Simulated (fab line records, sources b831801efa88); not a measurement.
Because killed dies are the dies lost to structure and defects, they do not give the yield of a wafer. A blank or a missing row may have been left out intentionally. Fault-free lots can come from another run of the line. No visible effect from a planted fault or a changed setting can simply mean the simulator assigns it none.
Shared-tool check / flow gf180mcu / Sampled: 13 lots, 39 wafers

== THE REASON FOR OPENING IT ==
Of 13 lots, 3 have the reading NWELL_TW flagged at GF_NWELL_TW_MEAS_11. Wafers without a fault read 1569, standard deviation 12.
Rule: flag the lot when none of its wafers has a number, or when each of its wafers that has one lies beyond 4 standard deviations from that mean. The other lots count as sound.

lot=L633; measured=day 3 08:23; on=film-metro-01; NWELL_TW, wafer by wafer=1557 1565 1570; flag=
lot=L637; measured=day 4 07:41; on=film-metro-02; NWELL_TW, wafer by wafer=1576 1583 1573; flag=
lot=L638; measured=day 4 10:28; on=film-metro-04; NWELL_TW, wafer by wafer=1577 1576 1579; flag=
lot=L639; measured=day 4 20:34; on=film-metro-01; NWELL_TW, wafer by wafer=1557 1561 1558; flag=
lot=L641; measured=day 5 02:55; on=film-metro-04; NWELL_TW, wafer by wafer=1581 1578 1575; flag=
lot=L642; measured=day 5 08:29; on=film-metro-04; NWELL_TW, wafer by wafer=1590 1585 1591; flag=
lot=L646; measured=day 6 09:13; on=film-metro-02; NWELL_TW, wafer by wafer=1632 1636 1631; flag=FLAGGED
lot=L649; measured=day 7 01:42; on=film-metro-02; NWELL_TW, wafer by wafer=1625 1632 1626; flag=FLAGGED
lot=L650; measured=day 7 05:51; on=film-metro-02; NWELL_TW, wafer by wafer=1629 1645 1630; flag=FLAGGED
lot=L651; measured=day 7 10:16; on=film-metro-01; NWELL_TW, wafer by wafer=1549 1552 1554; flag=
lot=L652; measured=day 7 17:07; on=film-metro-04; NWELL_TW, wafer by wafer=1597 1595 1586; flag=
lot=L653; measured=day 7 22:50; on=film-metro-02; NWELL_TW, wafer by wafer=1572 1558 1565; flag=
lot=L655; measured=day 8 11:21; on=film-metro-02; NWELL_TW, wafer by wafer=1562 1561 1568; flag=
On average the flagged lots' numbers are 1632, which is +63 against the usual, or +5 standard deviations.

== TOOL THAT RAN EACH LOT ==
3 process steps preceding the reading are held in the record, out of 602 steps in the route. Read each cell as the tool, then ch plus the chambers that the sampled wafers visited, then the start.
lot=L633; flag=; GF_STI_ETCH_14=rie-si-01 ch 1,2, day 2 02:28; GF_STI_CMP_25=cmp-02 ch 1,2, day 2 04:20; GF_NWELL_IMPLANT_09=implanter-03 ch 0, day 3 08:09
lot=L637; flag=; GF_STI_ETCH_14=rie-si-02 ch 0,1, day 2 22:19; GF_STI_CMP_25=cmp-01 ch 1,2,3, day 3 01:58; GF_NWELL_IMPLANT_09=implanter-03 ch 0, day 4 07:27
lot=L638; flag=; GF_STI_ETCH_14=rie-si-01 ch 1,2,3, day 3 03:32; GF_STI_CMP_25=cmp-01 ch 1,2,3, day 3 05:23; GF_NWELL_IMPLANT_09=implanter-02 ch 0, day 4 10:13
lot=L639; flag=; GF_STI_ETCH_14=rie-si-02 ch 0,2,3, day 3 11:23; GF_STI_CMP_25=cmp-02 ch 0,2,3, day 3 13:21; GF_NWELL_IMPLANT_09=implanter-03 ch 0, day 4 20:19
lot=L641; flag=; GF_STI_ETCH_14=rie-si-01 ch 0,3, day 3 18:47; GF_STI_CMP_25=cmp-01 ch 0,2,3, day 3 20:38; GF_NWELL_IMPLANT_09=implanter-01 ch 0, day 5 02:40
lot=L642; flag=; GF_STI_ETCH_14=rie-si-02 ch 0,2, day 3 23:53; GF_STI_CMP_25=cmp-01 ch 0,1,2, day 4 01:47; GF_NWELL_IMPLANT_09=implanter-01 ch 0, day 5 08:16
lot=L646; flag=FLAGGED; GF_STI_ETCH_14=rie-si-01 ch 2,3, day 4 20:53; GF_STI_CMP_25=cmp-01 ch 1,2, day 4 23:14; GF_NWELL_IMPLANT_09=implanter-02 ch 0, day 6 08:40
lot=L649; flag=FLAGGED; GF_STI_ETCH_14=rie-si-01 ch 1,3, day 5 14:05; GF_STI_CMP_25=cmp-02 ch 1,3, day 5 15:59; GF_NWELL_IMPLANT_09=implanter-01 ch 0, day 7 01:10
lot=L650; flag=FLAGGED; GF_STI_ETCH_14=rie-si-02 ch 0,2, day 5 18:29; GF_STI_CMP_25=cmp-01 ch 1,2,3, day 5 20:29; GF_NWELL_IMPLANT_09=implanter-03 ch 0, day 7 05:18
lot=L651; flag=; GF_STI_ETCH_14=rie-si-02 ch 1,2,3, day 5 22:29; GF_STI_CMP_25=cmp-01 ch 1,3, day 6 00:20; GF_NWELL_IMPLANT_09=implanter-01 ch 0, day 7 10:01
lot=L652; flag=; GF_STI_ETCH_14=rie-si-01 ch 0,2, day 6 03:20; GF_STI_CMP_25=cmp-02 ch 1,2,3, day 6 05:17; GF_NWELL_IMPLANT_09=implanter-02 ch 0, day 7 16:52
lot=L653; flag=; GF_STI_ETCH_14=rie-si-01 ch 0,1,2, day 6 09:20; GF_STI_CMP_25=cmp-01 ch 0,1, day 6 11:11; GF_NWELL_IMPLANT_09=implanter-02 ch 0, day 7 22:36
lot=L655; flag=; GF_STI_ETCH_14=rie-si-01 ch 1,2,3, day 6 21:47; GF_STI_CMP_25=cmp-02 ch 0,3, day 6 23:38; GF_NWELL_IMPLANT_09=implanter-03 ch 0, day 8 11:08
What these steps do:
- GF_STI_ETCH_14: etches Si in HBr/Cl2/O2, target depth 360 nm, time 102.9 s.
- GF_STI_CMP_25: polishes, stops on Si3N4, t overpolish 33 s, target thk 524.6 nm.
- GF_NWELL_IMPLANT_09
- GF_NWELL_TW_MEAS_11

== FLAGGED OVER TOTAL, TOOL BY TOOL (the gauges that took the reading come last) ==
step=GF_STI_ETCH_14; tool=rie-si-01; lots run=8; flagged=2; share of the flagged lots=some; sound lots run after its first flagged lot=3 (L652,L653,L655)
step=GF_STI_ETCH_14; tool=rie-si-02; lots run=5; flagged=1; share of the flagged lots=some; sound lots run after its first flagged lot=1 (L651)
step=GF_STI_CMP_25; tool=cmp-01; lots run=8; flagged=2; share of the flagged lots=some; sound lots run after its first flagged lot=2 (L651,L653)
step=GF_STI_CMP_25; tool=cmp-02; lots run=5; flagged=1; share of the flagged lots=some; sound lots run after its first flagged lot=2 (L652,L655)
step=GF_NWELL_IMPLANT_09; tool=implanter-01; lots run=4; flagged=1; share of the flagged lots=some; sound lots run after its first flagged lot=1 (L651)
step=GF_NWELL_IMPLANT_09; tool=implanter-02; lots run=4; flagged=1; share of the flagged lots=some; sound lots run after its first flagged lot=2 (L652,L653)
step=GF_NWELL_IMPLANT_09; tool=implanter-03; lots run=5; flagged=1; share of the flagged lots=some; sound lots run after its first flagged lot=1 (L655)
step=GF_NWELL_TW_MEAS_11; tool=film-metro-01; lots run=3; flagged=0; share of the flagged lots=none; sound lots run after its first flagged lot=-
step=GF_NWELL_TW_MEAS_11; tool=film-metro-02; lots run=6; flagged=3; share of the flagged lots=all; sound lots run after its first flagged lot=2 (L653,L655)
step=GF_NWELL_TW_MEAS_11; tool=film-metro-04; lots run=4; flagged=0; share of the flagged lots=none; sound lots run after its first flagged lot=-

== WHAT THE TABLE ALLOWS ==
All flagged lots share 1 row of the table, namely film-metro-02 at GF_NWELL_TW_MEAS_11.
- film-metro-02 at GF_NWELL_TW_MEAS_11 ran 6 lots, 3 of them flagged. Lots that were sound ran on it after the first flagged one (L653, L655); a persistent fault on the entire tool would not allow that.
None of the table's rows ran every flagged lot and, after the first, no sound lot.

== WHAT WAS PUT IN BY THE SIMULATOR ==
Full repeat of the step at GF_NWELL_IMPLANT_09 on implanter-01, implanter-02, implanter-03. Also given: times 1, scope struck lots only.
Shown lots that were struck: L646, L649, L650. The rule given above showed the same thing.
